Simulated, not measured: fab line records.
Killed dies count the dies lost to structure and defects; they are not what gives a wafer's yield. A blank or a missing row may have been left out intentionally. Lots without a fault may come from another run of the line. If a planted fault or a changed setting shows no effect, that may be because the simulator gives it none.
fab line records | flow sky130
record lots=13 | wafers=39 | last-day=51
route steps=708 shown SONOS_ONO@184 METAL4@600 VIA4@650 METAL5@677 PAD_OPEN@708
lots that met no fault: from a run of the same line without faults
start-h: hours from the record's first day to the start of the lot's first wafer shown | wait-h: hours since the lot's step before | " identical to the entry in the row above | L1.1+2: one row covering several wafers at once | - either no value or no given start | * or withheld: withheld | < > ~ a bound
route shown NAME@n: names a module that has steps shown in the file, with the first one's number in the route | usual: mean/standard deviation of fault-free wafers | same: alike in all rows | chamber/n: place in a boat | sites: per-site readings | _std_site: the standard deviation of these | _edge_site: mean of outer sites minus mean of inner sites | radius-mm: how far each site lies from the wafer's centre | mask NAME#n: copy n | behind: the most recent tool/chamber to have shaped the wafer | hold: what put the lot on hold/how long, in hours/how the hold closed | device: whichever transistor did not switch (one of n, p or np) | end of line: tests run on the same wafers once the route is complete | for a step that has no rows: nothing shown but its recipe | killed: dies that structure and defects cost at the first sort, which is not the same as the wafer's yield | map: shows each die of a wafer: x if killed, . if not, _ if none is there
set.NAME: the run value of the setting; set.NAME@STEP: its run value at that earlier step | model.NAME: the simulator's own value behind a step, which no gauge read
route steps across a sampled set of lots; one table per step, one row per wafer
services: the hour from which a tool's chamber was out of use, counted from the record's first day as start-h (under 0 if before that day), plus the number of hours and why
## steps
# step SKY_SONOS_ONO_WET_ETCH_16
# recipe chemistry=dHF | target-depth-nm=14 | dry=n2-spin | target=SiO2 | dilution=100:1 | temp-c=25 | time-s=292.8
lot.wafer  | tool         | chamber | start-h | wait-h
L498.2+3+6 | wet-bench-02 | 1       | 272.29  | 0.0
L500.1+2+5 | wet-bench-03 | 2       | 294.06  | 0.0
L501.4+5+6 | wet-bench-02 | 1       | 302.66  | 0.0
L502.3+4+6 | wet-bench-03 | 0       | 309.11  | 0.0
L503.4+5+6 | wet-bench-03 | 2       | 318.69  | 0.0
L506.3+5+6 | wet-bench-04 | 1       | 343.36  | 0.0
L507.1+3+5 | wet-bench-02 | 1       | 350.19  | 0.0
L510.1+3+6 | wet-bench-04 | 2       | 373.99  | 0.0
L511.2+4+6 | wet-bench-03 | 1       | 388.26  | 0.0
L512.2+3+6 | wet-bench-02 | 1       | 388.49  | 0.0
L517.2+3+6 | wet-bench-02 | 0       | 436.79  | 0.0
L518.1+2+3 | wet-bench-02 | 3       | 448.29  | 0.0
L520.1+2+6 | wet-bench-04 | 3       | 491.89  | 0.0
# step SKY_METAL4_SPUTTER_02
# recipe material=AlCu | target-thk-nm=735 | power-w=10600 | time-s=39.1 | chamber-pressure-pa=0.4
# usual throttle-valve-pct=30.1/0.96
lot.wafer | tool           | chamber | start-h | wait-h | throttle-valve-pct
L498.2    | pvd-sputter-02 | -       | 921.60  | 0.0    | 27.9
L498.3    | "              | -       | "       | "      | 30.3
L498.6    | "              | -       | "       | "      | 30.1
L500.1    | pvd-sputter-04 | -       | 940.90  | 0.0    | 29.4
L500.2    | "              | -       | "       | "      | 31.2
L500.5    | "              | -       | "       | "      | 31.1
L501.4    | pvd-sputter-02 | -       | 955.00  | 0.0    | 31.2
L501.5    | "              | -       | "       | "      | 31.4
L501.6    | "              | -       | "       | "      | 28.1
L502.3    | pvd-sputter-02 | -       | 979.72  | 0.0    | 30.1
L502.4    | "              | -       | "       | "      | 28.1
L502.6    | "              | -       | "       | "      | 31.1
L503.4    | pvd-sputter-02 | -       | 982.23  | 0.0    | 30.2
L503.5    | "              | -       | "       | "      | 28.2
L503.6    | "              | -       | "       | "      | 31.5
L506.3    | pvd-sputter-01 | -       | 988.00  | 0.0    | 30.2
L506.5    | "              | -       | "       | "      | 30.5
L506.6    | "              | -       | "       | "      | 30.3
L507.1    | pvd-sputter-01 | -       | 995.59  | 0.0    | 30.1
L507.3    | "              | -       | "       | "      | 29.9
L507.5    | "              | -       | "       | "      | 30.1
L510.1    | pvd-sputter-01 | -       | 1015.70 | 0.0    | 29.9
L510.3    | "              | -       | "       | "      | 30.2
L510.6    | "              | -       | "       | "      | 30.4
L511.2    | pvd-sputter-01 | -       | 1025.98 | 0.0    | 30.2
L511.4    | "              | -       | "       | "      | 29.2
L511.6    | "              | -       | "       | "      | 29.4
L512.2    | pvd-sputter-04 | -       | 1027.45 | 0.0    | 30.7
L512.3    | "              | -       | "       | "      | 30.9
L512.6    | "              | -       | "       | "      | 29.6
L517.2    | pvd-sputter-04 | -       | 1060.09 | 0.0    | 30.6
L517.3    | "              | -       | "       | "      | 29.6
L517.6    | "              | -       | "       | "      | 29.2
L518.1    | pvd-sputter-02 | -       | 1065.72 | 0.0    | 31.1
L518.2    | "              | -       | "       | "      | 27.8
L518.3    | "              | -       | "       | "      | 31.8
L520.1    | pvd-sputter-01 | -       | 1118.19 | 0.0    | 30.1
L520.2    | "              | -       | "       | "      | 29.5
L520.6    | "              | -       | "       | "      | 30.0
# step SKY_VIA4_OVL_MEAS_11
# usual VIA4_OVL=0.5/1.7
lot.wafer | tool       | chamber | start-h | wait-h | VIA4_OVL[nm]
L498.2    | overlay-01 | -       | 996.39  | 0.1    | -0.6
L498.3    | "          | -       | "       | "      | -1.5
L498.6    | "          | -       | "       | "      | -0.8
L500.1    | overlay-01 | -       | 1013.51 | 0.1    | 0.5
L500.2    | "          | -       | "       | "      | 0.3
L500.5    | "          | -       | "       | "      | -0.7
L501.4    | overlay-02 | -       | 1026.93 | 0.1    | 1.2
L501.5    | "          | -       | "       | "      | 2.0
L501.6    | "          | -       | "       | "      | 0.6
L502.3    | overlay-01 | -       | 1051.15 | 0.1    | 1.9
L502.4    | "          | -       | "       | "      | 2.3
L502.6    | "          | -       | "       | "      | 1.8
L503.4    | overlay-02 | -       | 1053.15 | 0.1    | 1.9
L503.5    | "          | -       | "       | "      | -1.2
L503.6    | "          | -       | "       | "      | 1.0
L506.3    | overlay-02 | -       | 1059.19 | 0.1    | 1.7
L506.5    | "          | -       | "       | "      | 0.4
L506.6    | "          | -       | "       | "      | 0.5
L507.1    | overlay-01 | -       | 1065.31 | 0.1    | -0.3
L507.3    | "          | -       | "       | "      | 0.7
L507.5    | "          | -       | "       | "      | 2.0
L510.1    | overlay-02 | -       | 1083.71 | 0.1    | 2.6
L510.3    | "          | -       | "       | "      | 3.0
L510.6    | "          | -       | "       | "      | 0.9
L511.2    | overlay-01 | -       | 1091.99 | 0.1    | 0.7
L511.4    | "          | -       | "       | "      | -0.4
L511.6    | "          | -       | "       | "      | -1.5
L512.2    | overlay-02 | -       | 1093.12 | 0.1    | -0.9
L512.3    | "          | -       | "       | "      | -1.7
L512.6    | "          | -       | "       | "      | -1.4
L517.2    | overlay-02 | -       | 1123.29 | 0.1    | -0.4
L517.3    | "          | -       | "       | "      | -1.4
L517.6    | "          | -       | "       | "      | -0.6
L518.1    | overlay-01 | -       | 1124.64 | 0.1    | 0.3
L518.2    | "          | -       | "       | "      | -1.1
L518.3    | "          | -       | "       | "      | 2.5
L520.1    | overlay-01 | -       | 1175.03 | 0.1    | 3.9
L520.2    | "          | -       | "       | "      | 4.1
L520.6    | "          | -       | "       | "      | 1.7
# step SKY_METAL5_STRIP_16
# recipe chemistry=O2/N2 | power-w=1432 | pressure-mtorr=1500 | platen-temp-c=withheld | o2-flow-sccm=3000 | n2-flow-sccm=300 | overash-fraction=0.5
# usual drypump-motor-current-A=6.0/0.4 | oes-product-au=0.719/0.0044 | strip-time-to-endpoint-s=12.79/0.066
lot.wafer | tool            | chamber | start-h | wait-h | drypump-motor-current-A | oes-product-au | rf-hours-counter-h | strip-time-to-endpoint-s
L498.2    | plasma-asher-01 | 0       | 1020.90 | 0.2    | 6.3                     | 0.722          | 58                 | 12.78
L498.3    | "               | 0       | "       | "      | 6.3                     | 0.716          | -                  | 12.86
L498.6    | "               | 1       | "       | "      | 5.6                     | 0.717          | -                  | 12.83
L500.1    | plasma-asher-03 | 1       | 1038.45 | 0.4    | 6.4                     | 0.720          | 28                 | 12.81
L500.2    | "               | 0       | "       | "      | 5.4                     | 0.716          | 28                 | 12.81
L500.5    | "               | 1       | "       | "      | 6.5                     | 0.719          | -                  | 12.82
L501.4    | plasma-asher-02 | 1       | 1051.14 | 0.1    | 6.2                     | 0.723          | -                  | 12.65
L501.5    | "               | 1       | "       | "      | 6.2                     | 0.716          | -                  | 12.83
L501.6    | "               | 0       | "       | "      | 6.1                     | 0.716          | -                  | 12.70
L502.3    | plasma-asher-01 | 0       | 1074.42 | 0.1    | 6.3                     | 0.716          | -                  | 12.76
L502.4    | "               | 1       | "       | "      | 5.6                     | 0.725          | -                  | 12.71
L502.6    | "               | 0       | "       | "      | 6.3                     | 0.724          | -                  | 12.79
L503.4    | plasma-asher-03 | 0       | 1075.73 | 0.1    | 5.5                     | 0.722          | -                  | 12.96
L503.5    | "               | 0       | "       | "      | 5.4                     | 0.719          | -                  | 12.82
L503.6    | "               | 1       | "       | "      | 6.4                     | 0.722          | -                  | 12.86
L506.3    | plasma-asher-01 | 0       | 1081.09 | 0.1    | 6.3                     | 0.723          | -                  | 12.79
L506.5    | "               | 1       | "       | "      | 5.6                     | 0.720          | -                  | 12.83
L506.6    | "               | 0       | "       | "      | 6.3                     | 0.720          | -                  | 12.79
L507.1    | plasma-asher-03 | 0       | 1088.17 | 0.4    | 5.4                     | 0.719          | 34                 | 12.77
L507.3    | "               | 1       | "       | "      | 6.4                     | 0.716          | -                  | 12.84
L507.5    | "               | 1       | "       | "      | 6.4                     | 0.717          | -                  | 12.80
L510.1    | plasma-asher-03 | 1       | 1109.50 | 0.2    | 6.4                     | 0.715          | 36                 | 12.83
L510.3    | "               | 0       | "       | "      | 5.5                     | 0.718          | -                  | 12.98
L510.6    | "               | 1       | "       | "      | 6.4                     | 0.723          | -                  | 12.96
L511.2    | plasma-asher-01 | 1       | 1116.70 | 0.2    | 5.6                     | 0.717          | 68                 | 12.83
L511.4    | "               | 1       | "       | "      | 5.6                     | 0.724          | -                  | 12.85
L511.6    | "               | 1       | "       | "      | 5.6                     | 0.726          | -                  | 12.78
L512.2    | plasma-asher-03 | 1       | 1117.90 | 0.2    | 6.4                     | 0.723          | 37                 | 12.83
L512.3    | "               | 1       | "       | "      | 6.4                     | 0.726          | -                  | 12.66
L512.6    | "               | 0       | "       | "      | 5.4                     | 0.722          | -                  | 12.68
L517.2    | plasma-asher-02 | 1       | 1143.00 | 0.2    | 6.2                     | 0.715          | 6                  | 12.71
L517.3    | "               | 1       | "       | "      | 6.2                     | 0.727          | -                  | 12.73
L517.6    | "               | 0       | "       | "      | 6.1                     | 0.714          | -                  | 12.78
L518.1    | plasma-asher-01 | 1       | 1144.94 | 0.2    | 5.6                     | 0.712          | 71                 | 12.90
L518.2    | "               | 0       | "       | "      | 6.3                     | 0.731          | 71                 | 12.80
L518.3    | "               | 1       | "       | "      | 5.6                     | 0.718          | -                  | 12.77
L520.1    | plasma-asher-02 | 1       | 1192.79 | 0.2    | 6.3                     | 0.724          | 11                 | 12.78
L520.2    | "               | 0       | "       | "      | 6.1                     | 0.718          | 11                 | 12.85
L520.6    | "               | 0       | "       | "      | 6.1                     | 0.717          | -                  | 12.77
# step SKY_PAD_OPEN_PROBE_99
# usual killed_at_M0_to_M3=45/6.9 | killed_at_M4_up=3.2/1.8 | killed-at-contacts=25/5.3 | killed-at-front-end=16/4.3 | killed-at-other=0.2/0.52 | killed-dies=88/8.7 | killed-open=48/6.5 | killed-short=40/6
# same gross-dies=492 | killed-at-back-side=0
lot.wafer | tool      | chamber | start-h | wait-h | killed_at_M0_to_M3 | killed_at_M4_up | killed-at-contacts | killed-at-front-end | killed-at-other | killed-dies | killed-open | killed-short
L517.2    | prober-02 | -       | 1183.10 | 0.1    | 44                 | 5               | 25                 | 71                  | 0               | 145         | 48          | 35
L517.3    | prober-02 | -       | 1183.15 | 0.2    | 33                 | 4               | 28                 | 88                  | 3               | 156         | 46          | 36
L517.6    | prober-02 | -       | 1183.30 | 0.2    | 40                 | 3               | 28                 | 73                  | 1               | 145         | 49          | 34
L518.1    | prober-01 | -       | 1183.44 | 0.1    | 48                 | 1               | 29                 | 70                  | 0               | 148         | 54          | 38
L518.2    | prober-01 | -       | 1183.49 | 0.1    | 40                 | 3               | 28                 | 64                  | 0               | 135         | 42          | 37
L518.3    | prober-01 | -       | 1183.54 | 0.2    | 33                 | 2               | 26                 | 73                  | 0               | 134         | 48          | 28
# killed by level:class
L517.2 SONOS_ONO:unspecified=62 CONTACT:geometric-particle:open=10 VIA2:geometric-particle:open=9 VIA1:geometric-particle:open=7 VIA3:geometric-particle:open=7 METAL1:geometric-particle:short=6 LI_CONTACT:geometric-particle:open=5 CONTACT:geometric-particle:short=5
L517.3 SONOS_ONO:unspecified=71 CONTACT:geometric-particle:open=11 VIA2:geometric-particle:open=7 LOCAL_INTERCONNECT:geometric-particle:short=7 LI_CONTACT:geometric-particle:open=6 VIA3:geometric-particle:open=6 FIELD_ISO:geometric-particle:short=4 POLY_GATE:geometric-particle:short=4
L517.6 SONOS_ONO:unspecified=62 CONTACT:geometric-particle:open=12 VIA2:geometric-particle:open=8 VIA1:geometric-particle:open=7 LI_CONTACT:geometric-particle:open=6 FIELD_ISO:geometric-particle:open=5 METAL2:geometric-particle:short=5 METAL1:geometric-particle:short=4
L518.1 SONOS_ONO:unspecified=56 VIA1:geometric-particle:open=12 VIA3:geometric-particle:open=11 CONTACT:geometric-particle:short=8 CONTACT:geometric-particle:open=8 LI_CONTACT:geometric-particle:open=6 METAL1:geometric-particle:short=6 VIA2:geometric-particle:open=5
L518.2 SONOS_ONO:unspecified=56 CONTACT:geometric-particle:open=16 VIA3:geometric-particle:open=8 CONTACT:geometric-particle:short=7 METAL2:geometric-particle:short=7 VIA1:geometric-particle:open=6 VIA1:geometric-particle:short=4 VIA2:geometric-particle:open=4
L518.3 SONOS_ONO:unspecified=58 CONTACT:geometric-particle:open=14 VIA1:geometric-particle:open=13 METAL1:geometric-particle:short=6 VIA3:geometric-particle:open=5 LI_CONTACT:geometric-particle:open=5 CONTACT:geometric-particle:short=5 FIELD_ISO:geometric-particle:short=4
## services
tool            | chamber | start-h | hours | kind
pvd-sputter-01  | -       | 289.92  | 3.3   | repair
plasma-asher-03 | -       | 312.53  | 0.6   | repair
plasma-asher-03 | -       | 372.71  | 4.4   | repair
plasma-asher-03 | -       | 396.14  | 8.0   | repair
pvd-sputter-01  | -       | 419.46  | 3.8   | repair
plasma-asher-01 | -       | 421.25  | 9.0   | pm
pvd-sputter-01  | -       | 499.29  | 2.2   | repair
plasma-asher-03 | -       | 534.70  | 28.1  | pm
plasma-asher-03 | -       | 584.21  | 0.5   | repair
plasma-asher-01 | -       | 671.22  | 15.6  | pm
plasma-asher-03 | -       | 733.75  | 9.0   | pm
wet-bench-02    | -       | 770.31  | 0.7   | repair
plasma-asher-03 | -       | 780.13  | 10.7  | pm
pvd-sputter-01  | -       | 789.67  | 2.1   | repair
plasma-asher-03 | -       | 794.42  | 5.7   | repair
pvd-sputter-01  | -       | 837.56  | 9.8   | repair
plasma-asher-03 | -       | 892.02  | 2.8   | pm
plasma-asher-03 | -       | 897.16  | 3.2   | repair
plasma-asher-01 | -       | 920.76  | 10.1  | pm
plasma-asher-01 | -       | 960.72  | 0.6   | repair
plasma-asher-01 | -       | 968.31  | 3.0   | repair
wet-bench-02    | -       | 1012.15 | 4.4   | pm
plasma-asher-01 | -       | 1027.92 | 0.9   | repair
pvd-sputter-01  | -       | 1037.47 | 0.7   | repair
## key
first-sign step=SKY_PAD_OPEN_PROBE_99 | reading=killed-at-front-end | direction=up | sigmas=13 | usual=16 | struck=73
effect step=SKY_PAD_OPEN_PROBE_99 | reading=killed-dies | direction=up | sigmas=6.4 | usual=88 | struck=144
met-at SKY_SONOS_ONO_WET_ETCH_16
struck-lots L517,L518
tester-left-out L517,L518
not-acting-at SKY_METAL4_SPUTTER_02,SKY_VIA4_OVL_MEAS_11,SKY_METAL5_STRIP_16
onset-between 388.49 436.79
fault kind=chamber-particle-source | tool=wet-bench-02 | chamber=- | onset-h=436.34 | steps=SKY_SONOS_ONO_WET_ETCH_16 | rate-per-visit-cm2=1.4985 | end-h=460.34
# tester-left-out: of these lots the tester's yield and bins aren't shown, on N5 and GAA mostly nor the transistor test; their killed dies are dies lost to structure and defects alone, not to doping, threshold or leakage, so they don't give the yield
